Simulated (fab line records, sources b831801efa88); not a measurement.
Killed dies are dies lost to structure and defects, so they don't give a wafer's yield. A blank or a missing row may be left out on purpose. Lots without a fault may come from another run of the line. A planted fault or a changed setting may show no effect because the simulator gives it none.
Chamber matching | flow gf180mcu | GF_CONTACT_ETCH_17 on rie_diel-02: 4 sister chambers
The step etches SiO2 in C4F8/O2/Ar, stops on CoSi2, target depth 860 nm. 18 wafers are shown with their chamber, then 9 later ones without.

WAFERS WITH THEIR CHAMBER
wafer  | chamber | oes_product_au (a.u.)
L239.2 | 2       | 0.808
L239.3 | 3       | 0.814
L239.5 | 2       | 0.826
L242.1 | 2       | 0.809
L242.2 | 1       | 0.814
L242.5 | 3       | 0.820
L243.2 | 0       | 0.812
L243.4 | 1       | 0.822
L243.6 | 0       | 0.809
L248.1 | 2       | 0.813
L248.4 | 3       | 0.816
L248.5 | 2       | 0.813
L253.4 | 2       | 0.817
L253.5 | 2       | 0.817
L253.6 | 3       | 0.816
L256.1 | 3       | 0.809
L256.4 | 0       | 0.817
L256.6 | 2       | 0.815

SIGNATURES (means of the wafers above)
reading        | chamber 0 | chamber 1 | chamber 2 | chamber 3 | scatter within a chamber
oes_product_au | 0.81267   | 0.81800   | 0.81475   | 0.81500   | 0.005
Rule: a wafer's distance from a chamber is the root of the sum, over the readings, of the square of ((its reading less the chamber's mean) divided by the reading's scatter). The wafer belongs to the nearest chamber; if the next one is less than 2 further off, it can't be placed. The scatter: the root of (the sum of the squares of (reading less its chamber's mean) over the shown wafers, divided by (wafers less chambers)).

WAFERS WITHOUT THEIR CHAMBER
wafer  | oes_product_au (a.u.)
L257.1 | 0.815
L257.2 | 0.815
L257.6 | 0.821
L261.4 | 0.813
L261.5 | 0.814
L261.6 | 0.820
L262.1 | 0.818
L262.4 | 0.802
L262.5 | 0.803

WHICH CHAMBER EACH WENT THROUGH
wafer  | from the rows above               | in truth
L257.1 | can't be placed: 3 or 2 or 0 or 1 | 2
L257.2 | can't be placed: 3 or 2 or 0 or 1 | 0
L257.6 | can't be placed: 1 or 3 or 2 or 0 | 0
L261.4 | can't be placed: 0 or 2 or 3 or 1 | 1
L261.5 | can't be placed: 2 or 3 or 0 or 1 | 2
L261.6 | can't be placed: 1 or 3 or 2 or 0 | 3
L262.1 | can't be placed: 1 or 3 or 2 or 0 | 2
L262.4 | can't be placed: 0 or 2 or 3 or 1 | 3
L262.5 | can't be placed: 0 or 2 or 3 or 1 | 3
Placed correctly: 0 of 9. Can't be placed from these rows: 9 (the true chamber is among the candidates in 9). Placed wrongly: 0.
